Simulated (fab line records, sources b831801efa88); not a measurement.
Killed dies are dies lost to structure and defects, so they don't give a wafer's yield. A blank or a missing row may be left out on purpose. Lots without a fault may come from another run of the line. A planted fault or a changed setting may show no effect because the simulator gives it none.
One fault seen from 2 desks | flow gf180mcu | each desk has only its own numbers; what lay behind them comes last

THE TOOL OWNER'S DESK: rtp_anneal-02
The tool's own readings at GF_PSD_RTA_13 (time 20 s): means of the sampled wafers that have a number, for each lot that ran on this tool. A lot is out of limits, marked OUT, if its mean lies more than 4 standard deviations from the usual mean; the brackets give that distance.
Columns: A = lamp_power_pct at GF_PSD_RTA_13, usual 33.8 %; B = wafer_temp_C_max at GF_PSD_RTA_13, usual 1030.7
lot  | first seen here | A    | B
L896 | day 14 14:58    | 31.6 | 1031.3
L900 | day 15 22:11    | 31.5 | 1030.6
L901 | day 16 02:00    | 31.6 | 1030.9
L907 | day 18 11:01    | 31.6 | 1031.4
L909 | day 19 09:13    | 34.3 | 1064.3 (+28) OUT
L913 | day 20 13:08    | 34.3 | 1062.4 (+26) OUT
This desk's finding: out of limits on L909, L913; first on L909, day 19 09:13 (wafer_temp_C_max at GF_PSD_RTA_13). In limits: L896, L900, L901, L907.

THE METROLOGY DESK
What the gauges read, lot by lot, whatever tool the lot ran on: means of the sampled wafers that have a number. A lot is out of limits, marked OUT, if its mean lies more than 4 standard deviations from the usual mean; the brackets give that distance.
Columns: A = NSD_OVL at GF_NSD_OVL_MEAS_08, usual -0.3 nm; B = PSD_OVL at GF_PSD_OVL_MEAS_08, usual -0.8 nm; C = NSD_RS at GF_PSD_RS_MEAS_14, usual 46.16 ohm/sq; D = PSD_RS at GF_PSD_RS_MEAS_15, usual 108.67 ohm/sq
lot  | first seen here | A    | B    | C               | D
L895 | day 13 03:14    | 0.3  | 1.0  | 46.14           | 108.34
L896 | day 13 17:34    | -1.9 | -0.3 | 46.06           | 108.55
L897 | day 14 01:37    | -0.2 | -0.2 | 46.16           | 108.45
L898 | day 14 04:29    | -0.2 | 0.6  | 46.07           | 108.65
L899 | day 14 18:54    | -1.7 | -0.2 | 46.07           | 108.41
L900 | day 14 23:23    | 0.1  | -1.0 | 46.09           | 108.30
L901 | day 15 04:03    | 1.5  | 0.7  | 46.12           | 108.60
L905 | day 16 19:33    | 0.0  | 0.6  | 46.06           | 108.42
L907 | day 17 10:52    | 0.8  | 1.1  | 46.15           | 108.44
L909 | day 18 07:39    | 0.8  | -0.5 | 41.44 (-56) OUT | 95.08 (-49) OUT
L912 | day 19 05:50    | 0.8  | -3.2 | 46.14           | 108.91
L913 | day 19 12:38    | 0.7  | 0.4  | 41.59 (-54) OUT | 95.78 (-46) OUT
L917 | day 20 23:15    | -1.9 | 0.1  | 46.16           | 109.03
This desk's finding: out of limits on L909, L913; first on L909, day 19 09:19 (NSD_RS at GF_PSD_RS_MEAS_14). In limits: L895, L896, L897, L898, L899, L900, L901, L905, L907, L912, L917.

PUT TOGETHER
The tool owner's desk could have raised an alarm at day 19 09:13, on L909, L913.
The metrology desk could have raised an alarm at day 19 09:19, on L909, L913.
Of the lots named, all ran GF_PSD_RTA_13 on rtp_anneal-02.

WHAT THE SIMULATOR HAD PUT IN
Process parameter drift: rtp_anneal-02, from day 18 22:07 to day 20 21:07, at GF_PSD_RTA_13. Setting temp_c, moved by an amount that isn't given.
Lots struck among those shown: L909, L913.
Hours from the fault's start to each desk's first reading out of limits: the tool owner's desk, 11; the metrology desk, 11.
